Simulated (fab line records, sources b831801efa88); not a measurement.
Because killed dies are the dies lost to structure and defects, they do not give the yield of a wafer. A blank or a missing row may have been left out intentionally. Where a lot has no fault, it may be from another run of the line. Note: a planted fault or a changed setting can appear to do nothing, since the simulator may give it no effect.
fab line records | flow sky130
[record] lots = 4 wafers = 12 lastDay = 50
route steps=708 shown VIA1@462 METAL2@483 PAD_OPEN@708
lots that met no fault: from a run of the same line without faults
startH: the number of hours between the record's first day and the start of the first shown wafer of the lot | waitH: how many hours have passed since the lot's step before this one | " repeats the value in the row above | L1.1+2: a row that stands for several wafers | - no value present, or no start provided | * or withheld: withheld | < > ~ a bound
route shown NAME@n: NAME is a module with steps in the file, n the number in the route of the first one | usual: mean and standard deviation over wafers with no fault | same: alike in all rows | chamber/n: place in a boat | sites: the reading at each site | _std_site: how widely they spread, as a standard deviation | _edge_site: outer sites' mean less inner sites' | radiusMm: how far each site lies from the wafer's centre | mask NAME#n: copy n | behind: the last tool/chamber to shape the wafer | hold: why the lot went on hold/how many hours it stayed there/how the hold came to an end | device: whichever transistor did not switch (one of n, p or np) | end of line: tests of these same wafers at the route's end | a step given without rows: its recipe and nothing more | killed: not the wafer's yield, but the dies lost to structure and defects at the first sort | map: dies across one wafer; x = killed, . = not, _ = none there
set.NAME: the setting as run; set.NAME@STEP: as run at that earlier step | model.NAME: the simulator's own value behind a step, which no gauge read
lots at selected steps of the route; one table per step, one row per wafer
services: when a tool's chamber went out of use (startH, in hours from the record's first day, below 0 if earlier), for how many hours, and the reason
[[steps]]
[step SKY_VIA1_DEHYDRATE_04]
[recipe] tempC = 200 timeS = 60
[step SKY_VIA1_HMDS_05]
[recipe] primeTimeS = 60 primeTempC = 120
[step SKY_VIA1_COAT_06]
[recipe] resist = BARC tempC = withheld timeS = withheld spinRpm = 3000 resistThkNm = 60
[step SKY_VIA1_COAT_07]
[recipe] resist = KrF-thick spinRpm = 3000 resistThkNm = 450
[step SKY_VIA1_SOFTBAKE_08]
[recipe] tempC = 100 timeS = 94.36 resist = KrF-thick
[step SKY_VIA1_EXPOSE_09]
[recipe] maskId = VIM na = 0.8 sourceShape = annular sigmaInner = 0.55 sigmaOuter = 0.85 targetCdNm = 150 doseMj = 38
[step SKY_VIA1_PEB_10]
[recipe] pebTempC = withheld pebTimeS = withheld resist = KrF-thick
[step SKY_VIA1_DEVELOP_11]
[recipe] developTimeS = 60 resist = KrF-thick devTempC = 21
[step SKY_VIA1_ETCH_14]
[recipe] chemistry = N2/H2 target = BARC ionEnergyEv = 200 sourceW = 500 biasW = 100 pressureMtorr = 30 n2FlowSccm = 100 h2FlowSccm = 200 stopOn = SiO2 timeS = 45.9 targetDepthA = 600
[step SKY_VIA1_ETCH_15]
[recipe] target = SiO2 chemistry = C4F8/O2/Ar targetDepthNm = 351 stopOn = TiN maskMaterial = KrF-thick sourceW = 1500 biasW = 1200 pressureMtorr = 40 c4f8FlowSccm = withheld O2_flow_sccm = 6 Ar_flow_sccm = 300 timeS = 54
[usual] oesProductAu = 0.981/0.0058
// columns lot.wafer tool chamber startH waitH oesProductAu rfHoursCounterH
L463.1 rieDiel-01 0 865.56 0.0 0.982 8
L463.3 " 3 " " 0.974 20
L463.6 " 2 " " 0.982 -
L464.1 rieDiel-01 3 871.06 0.0 0.977 20
L464.2 " 0 " " 0.972 9
L464.4 " 2 " " 0.985 14
L478.1 rieDiel-01 2 949.26 0.0 0.981 16
L478.4 " 0 " " 0.985 11
L478.6 " 2 " " 0.979 -
L479.3 rieDiel-04 2 960.95 0.0 0.979 -
L479.5 " 3 " " 0.986 -
L479.6 " 2 " " 0.975 -
[step SKY_VIA1_STRIP_16]
[recipe] chemistry = O2/N2 powerW = 1400 pressureMtorr = 1500 platenTempC = withheld o2FlowSccm = 3000 n2FlowSccm = 300 overashFraction = 0.5
[step SKY_VIA1_STRIP_17]
[recipe] chemistry = postEtchResidueRemover timeS = 1200 tempC = 72.5
[step SKY_VIA1_CLEAN_18]
[recipe] chemistry = IPA timeS = 180 tempC = 25
[step SKY_VIA1_CLEAN_19]
[recipe] chemistry = O3/DIW dry = n2Spin
[step SKY_VIA1_SPUTTER_20]
[recipe] material = TiN targetThkNm = 20 chamberPressurePa = 5 powerW = 4000 timeS = 80
[step SKY_VIA1_CVD_21]
[recipe] material = W targetThkNm = 270 timeS = 80.902 tempC = 400 pressureTorr = 40
[step SKY_VIA1_CMP_24]
[recipe] stopOn = SiO2 tOverpolishS = 15 downForcePsi = 3.5 platenRpm = 60 targetThkNm = 0 padVelocityMS = 0.94248
[step SKY_METAL2_SPUTTER_00]
[recipe] material = Ti targetThkNm = 15 powerW = 3000 timeS = 10 chamberPressurePa = 0.4
[step SKY_METAL2_SPUTTER_01]
[recipe] material = TiN targetThkNm = 20 powerW = 6500 timeS = 16.7 chamberPressurePa = 0.4
[step SKY_METAL2_SPUTTER_02]
[recipe] material = AlCu targetThkNm = 250 powerW = 10600 timeS = 13.3 chamberPressurePa = 0.4107
[step SKY_METAL2_SPUTTER_03]
[recipe] material = Ti targetThkNm = 5 powerW = 3000 timeS = 3.3 chamberPressurePa = 0.4
[step SKY_METAL2_SPUTTER_04]
[recipe] material = TiN targetThkNm = 70 powerW = 6500 timeS = 58.3 chamberPressurePa = 0.4
[step SKY_METAL2_DEHYDRATE_07]
[recipe] tempC = 200 timeS = 60
[step SKY_METAL2_HMDS_08]
[recipe] primeTimeS = 60 primeTempC = 120
[step SKY_METAL2_COAT_09]
[recipe] resist = BARC tempC = withheld timeS = withheld spinRpm = 3000 resistThkNm = 60
[step SKY_METAL2_COAT_10]
[recipe] resist = KrF-thick spinRpm = 3000 resistThkNm = 450
[step SKY_METAL2_SOFTBAKE_11]
[recipe] tempC = 100 timeS = 90 resist = KrF-thick
[step SKY_METAL2_EXPOSE_12]
[recipe] maskId = MM2 na = 0.8 sourceShape = annular sigmaInner = 0.55 sigmaOuter = 0.85 targetCdNm = 140 doseMj = 28
[step SKY_METAL2_PEB_13]
[recipe] pebTempC = withheld pebTimeS = withheld resist = KrF-thick
[step SKY_METAL2_DEVELOP_14]
[recipe] developTimeS = 60 resist = KrF-thick devTempC = 21
[step SKY_METAL2_DESCUM_17]
[recipe] chemistry = O2 sourcePowerW = 150 biasPowerW = 0 pressureMtorr = 10 tempC = 40 timeS = 8
[step SKY_METAL2_ETCH_18]
[recipe] chemistry = N2/H2 target = BARC ionEnergyEv = 200 biasW = 100 pressureMtorr = 30 n2FlowSccm = 100 h2FlowSccm = 200 icpW = 500 stopOn = SiO2 timeS = 45.9 targetDepthA = 600
[step SKY_METAL2_METAL_ETCH_19]
[recipe] targetDepthA = 3600 stopOn = SiO2 overEtchFrac = 0.3 timeS = 78 chemistry = Cl2/BCl3 resistSidewallDeg = 88 pressureMtorr = 10 icpW = 900 biasW = 48.5 Cl2_flow_sccm = 60 bcl3FlowSccm = 30
[step SKY_PAD_OPEN_PROBE_99]
[usual] defectLimitedYield = 82.2/1.9 killed_at_M0_to_M3 = 44/6.8 killed_at_M4_up = 3.1/1.8 killedAtContacts = 25/5.2 killedAtFrontEnd = 15/4.1 killedAtOther = 0.3/0.62 killedDies = 88/9.4 killedOpen = 48/7.1 killedShort = 40/6.1 sort_bin_3_pad_short = 0.9/0.38 sort_bin_5_function = 10.5/1.5 sort_bin_6_memory = 6.5/1.2 sort_bin_8_speed = 0.5/0.95 sortNPass = 402/10 sortYieldPct = 81.6/2
[same] grossDies = 492 killedAtBackSide = 0 sort_bin_4_leakage[%] = 0
// columns lot.wafer tool chamber startH waitH defectLimitedYield[%] killed_at_M0_to_M3 killed_at_M4_up killedAtContacts killedAtFrontEnd killedAtOther killedDies killedOpen killedShort sort_bin_3_pad_short[%] sort_bin_5_function[%] sort_bin_6_memory[%] sort_bin_8_speed[%] sortNPass sortYieldPct[%] model.etest.tester.sortNPass model.etest.tester.sortYieldPct model.etest.tester.sort_bin_3_pct
L463.1 prober-02 - 1130.83 0.1 83.5 47 3 23 8 0 81 45 36 0.8 9.1 6.5 1.8 402 81.7 402 81.71 0.813
L463.3 prober-02 - 1130.93 0.2 81.7 49 1 27 13 0 90 58 32 0.6 11.0 6.7 0 402 81.7 402 81.71 0.6098
L463.6 prober-02 - 1131.08 0.2 77.4 67 1 30 10 3 111 45 43 2.2 14.8 5.5 0.4 379 77.0 379 77.03 2.236
L464.1 prober-02 - 1134.24 0.1 80.3 46 3 33 15 0 97 56 41 1.0 13.4 5.3 0.2 394 80.1 394 80.08 1.016
L464.2 prober-02 - 1134.29 0.1 82.1 43 1 33 11 0 88 51 37 0.8 10.6 6.5 0.4 402 81.7 402 81.71 0.813
L464.4 prober-02 - 1134.39 0.2 73.2 77 1 35 19 0 132 65 48 2.4 16.1 8.3 0 360 73.2 360 73.17 2.439
L478.1 prober-01 - 1192.00 0.1 83.1 47 2 18 15 1 83 49 33 0.6 10.4 5.9 1.2 403 81.9 403 81.91 0.6098
L478.4 prober-01 - 1192.15 0.2 80.5 43 3 30 19 1 96 56 40 1.0 10.4 8.1 0.2 395 80.3 395 80.28 1.016
L478.6 prober-01 - 1192.25 0.2 81.7 45 3 26 15 1 90 57 32 0.8 10.0 7.5 0 402 81.7 402 81.71 0.813
L479.3 prober-01 - 1198.74 0.2 83.1 45 2 22 14 0 83 44 39 1.0 10.6 5.3 0 409 83.1 409 83.13 1.016
L479.5 prober-01 - 1198.84 0.2 83.7 37 2 28 13 0 80 38 41 0.6 8.7 6.9 0.4 410 83.3 410 83.33 0.6098
L479.6 prober-01 - 1198.89 0.2 81.7 37 3 32 18 0 90 39 50 1.8 10.2 6.3 0.2 401 81.5 401 81.5 1.829
// killed by level:class
L463.1 VIA1:geometricParticle:open=16 LI_CONTACT:geometricParticle:open=7 CONTACT:geometricParticle:open=7 METAL2:geometricParticle:short=7 VIA2:geometricParticle:open=7 VIA1:geometricParticle:short=5 CONTACT:geometricParticle:short=4 VIA3:geometricParticle:open=4
L463.3 VIA1:geometricParticle:open=15 CONTACT:geometricParticle:open=13 VIA2:geometricParticle:open=12 VIA1:geometricParticle:short=7 CONTACT:geometricParticle:short=6 LI_CONTACT:geometricParticle:open=5 FIELD_ISO:geometricParticle:open=4 METAL1:geometricParticle:short=4
L463.6 VIA1:unspecified=23 VIA1:geometricParticle:open=10 CONTACT:geometricParticle:short=9 CONTACT:geometricParticle:open=8 VIA2:geometricParticle:open=8 METAL2:geometricParticle:short=7 LI_CONTACT:geometricParticle:open=5 METAL1:geometricParticle:short=5
L464.1 CONTACT:geometricParticle:open=13 VIA1:geometricParticle:open=11 VIA2:geometricParticle:open=10 LI_CONTACT:geometricParticle:open=8 METAL2:geometricParticle:short=6 POLY_GATE:geometricParticle:open=5 VIA3:geometricParticle:open=5 FIELD_ISO:geometricParticle:short=4
L464.2 CONTACT:geometricParticle:open=14 VIA2:geometricParticle:open=9 LOCAL_INTERCONNECT:geometricParticle:short=7 VIA1:geometricParticle:open=7 VIA3:geometricParticle:open=6 CONTACT:geometricParticle:short=6 METAL1:geometricParticle:short=5 LI_CONTACT:geometricParticle:open=5
L464.4 VIA1:unspecified=19 CONTACT:geometricParticle:open=17 VIA1:geometricParticle:open=12 LI_CONTACT:geometricParticle:open=9 VIA3:geometricParticle:open=9 POLY_GATE:geometricParticle:short=7 VIA3:geometricParticle:short=7 VIA2:geometricParticle:open=6
L478.1 CONTACT:geometricParticle:open=12 VIA1:geometricParticle:open=12 VIA3:geometricParticle:open=8 VIA1:geometricParticle:short=6 VIA2:geometricParticle:open=6 FIELD_ISO:geometricParticle:open=5 CONTACT:geometricParticle:short=4 METAL2:geometricParticle:short=4
L478.4 CONTACT:geometricParticle:open=12 LI_CONTACT:geometricParticle:open=10 METAL1:geometricParticle:short=8 POLY_GATE:geometricParticle:open=7 VIA3:geometricParticle:open=7 VIA2:geometricParticle:open=7 FIELD_ISO:geometricParticle:short=6 VIA1:geometricParticle:open=5
L478.6 CONTACT:geometricParticle:open=13 VIA3:geometricParticle:open=9 VIA1:geometricParticle:open=8 VIA2:geometricParticle:open=8 LI_CONTACT:geometricParticle:open=6 METAL2:geometricParticle:short=5 FIELD_ISO:geometricParticle:open=4 POLY_GATE:geometricParticle:open=4
L479.3 CONTACT:geometricParticle:open=7 METAL2:geometricParticle:short=7 FIELD_ISO:geometricParticle:open=6 LI_CONTACT:geometricParticle:open=6 METAL1:geometricParticle:short=6 VIA1:geometricParticle:open=6 VIA3:geometricParticle:open=6 VIA2:geometricParticle:open=6
L479.5 CONTACT:geometricParticle:open=9 METAL1:geometricParticle:short=8 LI_CONTACT:geometricParticle:open=7 CONTACT:geometricParticle:short=6 VIA1:geometricParticle:open=6 VIA2:geometricParticle:open=6 VIA3:geometricParticle:open=5 VIA1:geometricParticle:short=5
L479.6 LOCAL_INTERCONNECT:geometricParticle:short=8 CONTACT:geometricParticle:short=8 METAL2:geometricParticle:short=7 CONTACT:geometricParticle:open=7 VIA2:geometricParticle:open=7 FIELD_ISO:geometricParticle:open=5 VIA1:geometricParticle:open=5 VIA3:geometricParticle:open=5
// map L463.6 (x killed, . not)
__________...x......_________
________x......xx....._______
______..x....x...x.x...x_____
_____.xx....x....x..x.x..____
____.............x........___
___...........x.......x....__
__xx..........x.xx...x....x._
_..x..xx.......xxx....x...xx.
_.........x.......x.....x....
_.....xx....x...xx..x..x.....
_..x..........xx.x...x......x
_x.x.......x.......x..x......
_xxx....x..........x...x.....
_....x....x...x.x..x.......x.
_..x.........xx.x........x.x.
__........x................._
___..x.....x...............__
____..xx.xx...............___
_____.x..xxx..........x..____
______xx.xxxx.x....x..x._____
________xxxxxxxxx.x.x._______
__________xxxxxx...._________
// map L464.4 (x killed, . not)
__________.........._________
________.x.....x..x..x_______
______.......x...x......_____
_____..x.....x..........x____
____.x...x...........x....___
___......x..x..x....xx.x..x__
__.....x.....x....x..xxxxx.._
_...xxx.........xx...x....xx.
_xxx.......x......x.....x....
_....x...x.x..x..xx........x.
_....xx.......x......x..x....
_......x.........x..xx.xx..x.
_.x..xxx..xxxx.........x..x..
_...x.x..xx..x............xx.
_....x.x.x.xxx.............x.
__.x...x..x......x.x....x..._
___.x....x.....x...x.x..x..__
____...xx........x........___
_____..x..xx.xxx.x....xx.____
______xxxxxxx..........._____
________xxxxxxxxx..x.x_______
__________xxxxx...x._________
[[services]]
// columns tool chamber startH hours kind
rieDiel-01 1 843.35 7.5 repair
rieDiel-01 0 846.48 5.1 repair
rieDiel-04 0 909.98 1.7 repair
rieDiel-04 0 942.26 25.2 repair
rieDiel-04 1 960.04 7.6 repair
[[key]]
[firstSign] step = SKY_PAD_OPEN_PROBE_99 reading = killed_at_M0_to_M3 direction = up sigmas = 4.2 usual = 44 struck = 72
[effect] step = SKY_PAD_OPEN_PROBE_99 reading = sort_bin_3_pad_short direction = up sigmas = 3.9 usual = 0.9 struck = 2.3
[modelEffect] step = SKY_PAD_OPEN_PROBE_99 value = etest.tester.sortNPass without = 386 struck = 369.5
metAt SKY_VIA1_ETCH_15
struckWafers L463.6,L464.4
[fault] kind = chamberParticleSource tool = rieDiel-01 chamber = 2 onsetH = 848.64 steps = SKY_VIA1_ETCH_15 ratePerVisitCm2 = 0.72307 endH = 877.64
